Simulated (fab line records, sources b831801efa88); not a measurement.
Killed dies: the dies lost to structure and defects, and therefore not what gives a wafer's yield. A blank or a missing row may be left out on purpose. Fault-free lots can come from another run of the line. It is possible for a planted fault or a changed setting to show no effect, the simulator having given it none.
8D (eight disciplines) problem report, filled in by code	flow sky130	the parts of the form that need people (team, actions taken, sign-off) are left out

## 1. WHAT WENT WRONG
Mean of killed_at_M0_to_M3 at SKY_PAD_OPEN_PROBE_99: 456 across 3 wafers in 2 lots; on wafers with no fault it is 43 (standard deviation 7.7). Relative to the usual mean, that is a shift of +54 standard deviations.
First observed at day 47 12:44: wafer L649.2, on prober-02. At this step, 33 wafers from 11 lots have a number in the record. Rule for "out", or "out of limits": more than 4 standard deviations from the usual mean. The rest of the wafers with a number are treated as sound.

## 2. WHAT IT IS AND WHAT IT IS NOT
question	is	is not
which readings at this step	killed_at_M0_to_M3, defect-limited-yield, killed-dies, killed-on-rim, sort_bin_5_function, sort-n-pass, sort-yield-pct	killed_at_M4_up, killed-at-contacts, killed-at-front-end, killed-at-other, killed-open, killed-short, sort_bin_3_pad_short, sort_bin_6_memory
which lots	L649, L650	L642, L644, L648, L655, L660, L661, L662, L663, L664
which wafers of those lots	L649.2, L650.2, L650.6	L649.1, L649.5, L650.5
read on which tools	prober-01, prober-02	-
when	from day 47 12:44	up to then (8 sound wafers); but 22 sound wafers of L648, L649, L650, L655, L660, L661, L662, L663, L664 came after

## 3. WHAT RULES OUT EACH SUSPECT
Counting: if a tool at a process step up to the reading ran every lot that is out, it stays a suspect. Sound lots after the first of them don't rule it out here, since some wafers of a struck lot are sound.
- krf-scanner-01 at SKY_METAL2_EXPOSE_12 (exposes mask MM2, target cd 140 nm): kept. It processed each lot that is out (first: L649, day 36 20:19); up to then, its last sound lot is L648 (day 36 16:19).
Remaining after the count: krf-scanner-01 at SKY_METAL2_EXPOSE_12.

## 4. THE CAUSE (what the simulator had put in)
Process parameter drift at SKY_METAL2_EXPOSE_12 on krf-scanner-01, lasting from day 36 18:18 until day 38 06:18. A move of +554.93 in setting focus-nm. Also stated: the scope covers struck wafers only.
Counting left only this tool.

## 5. THE EFFECT CHAIN, in route order
Each row: a reading where the mean over the struck wafers with a number is more than 3 standard deviations away from the usual. Readings are gone through only where the record gives a usual standard deviation; hours: the median, over the lots, of the time from a lot's start at the first step in this table giving one to that lot's start at this step; sigmas: the change measured in usual standard deviations.
hours	step	reading	usual	on struck wafers	change	sigmas
0	SKY_PAD_OPEN_PROBE_99	defect-limited-yield	82.8 %	0.0	-82.8	-39
0	SKY_PAD_OPEN_PROBE_99	killed_at_M0_to_M3	43	456	+413	+54
0	SKY_PAD_OPEN_PROBE_99	killed-dies	85	492	+407	+41
0	SKY_PAD_OPEN_PROBE_99	killed-on-rim	17	96	+79	+21
0	SKY_PAD_OPEN_PROBE_99	sort_bin_5_function	10.3 %	93.2	+82.9	+49
0	SKY_PAD_OPEN_PROBE_99	sort-n-pass	407	0	-407	-41
0	SKY_PAD_OPEN_PROBE_99	sort-yield-pct	82.8 %	0.0	-82.8	-39
Its process steps:
- SKY_PAD_OPEN_PROBE_99
Readings that are blank on the struck wafers while sound wafers have them: cd-nm at SKY_METAL2_CD_MEAS_15; METAL2_OVL at SKY_METAL2_OVL_MEAS_16.

## 6. HOW IT WOULD HAVE BEEN CAUGHT EARLIER
First out-of-limits reading in this record: day 47 12:44, which is 258 hours after fault onset at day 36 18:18.
Between SKY_METAL2_EXPOSE_12 and SKY_PAD_OPEN_PROBE_99, SKY_METAL2_CD_MEAS_15 gave no cd-nm and SKY_METAL2_OVL_MEAS_16 gave no METAL2_OVL on the struck wafers, where sound wafers have one: a measuring or inspecting step that comes back empty is itself a sign.
By day 47 12:44 the whole set of lots that are out, 2 in number, had already begun SKY_METAL2_EXPOSE_12 on krf-scanner-01. A hold on the tool at that time would have spared none of them.
